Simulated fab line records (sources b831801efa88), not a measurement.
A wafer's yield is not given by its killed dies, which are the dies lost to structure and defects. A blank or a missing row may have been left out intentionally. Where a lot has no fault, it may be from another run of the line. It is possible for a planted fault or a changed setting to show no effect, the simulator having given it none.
What tool caused it? -- flow gf180mcu -- 21 wafers from 7 lots sampled at 2 of the route's 602 steps

## WHAT THE GAUGES READ, wafer by wafer
GF_VT_IMPLANT_RS_MEAS_49: a four-point-probe measurement.
lot,measured,on,MVPSD_RS (ohm/sq)
L819,day 7 21:23,film-metro-03,1164 1167 1168
L821,day 8 06:51,film-metro-02,1165 1163 1164
L823,day 8 22:15,film-metro-02,1168 1165 1169
L830,day 10 22:59,film-metro-02,1193 1188 1192
L834,day 12 00:51,film-metro-02,1170 1174 1173
L838,day 13 05:45,film-metro-02,1164 1168 1169
L840,day 14 00:14,film-metro-03,1166 1171 1168

## TOOL THAT RAN EACH LOT (tool first, then ch and the chambers of the sampled wafers, then the start)
lot,GF_MVPSD_IMPLANT_09
L819,"implanter-02 ch 0, day 5 07:37"
L821,"implanter-04 ch 0, day 5 16:41"
L823,"implanter-02 ch 0, day 6 05:24"
L830,"implanter-02 ch 0, day 8 00:00"
L834,"implanter-04 ch 0, day 9 00:40"
L838,"implanter-03 ch 0, day 10 01:05"
L840,"implanter-03 ch 0, day 10 17:46"
- GF_MVPSD_IMPLANT_09

## THE ANSWER, worked out from the rows above alone
Rule: the lots themselves supply what counts as usual. Put in order of their means at a reading, lots are off if they are a third of the lots or fewer, leave a main group of 4 or more, and stand apart from it by a gap of 3 or more times the standard deviation of the main group's means; of several such gaps the widest counts. The tables above print the reading to a certain number of digits; a main group whose means all agree to those digits is not used. A lot without any number at a reading at which 4 lots or more have one is off too. The other lots that the step has rows for count as sound.
Off: at GF_VT_IMPLANT_RS_MEAS_49 (MVPSD_RS), L830. Mean 1168 ohm/sq and standard deviation 2.5 in the main group.
If a tool, at a process step before that reading, ran all the lots that are off and no sound lot after the first of them, it fits. Gauges at GF_VT_IMPLANT_RS_MEAS_49: tried the same way as those tools. One candidate fits, namely implanter-02 at GF_MVPSD_IMPLANT_09. A fault onset in the window from L823 (day 6 05:24, its last sound lot) to L830 (day 8 00:00, its first lot off) fits.

## WHAT THE SIMULATOR HAD PUT IN
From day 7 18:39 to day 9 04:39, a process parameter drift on implanter-02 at GF_MVPSD_IMPLANT_09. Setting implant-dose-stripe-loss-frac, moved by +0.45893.
Struck lots among those shown: L830. The same result came from the rule above.
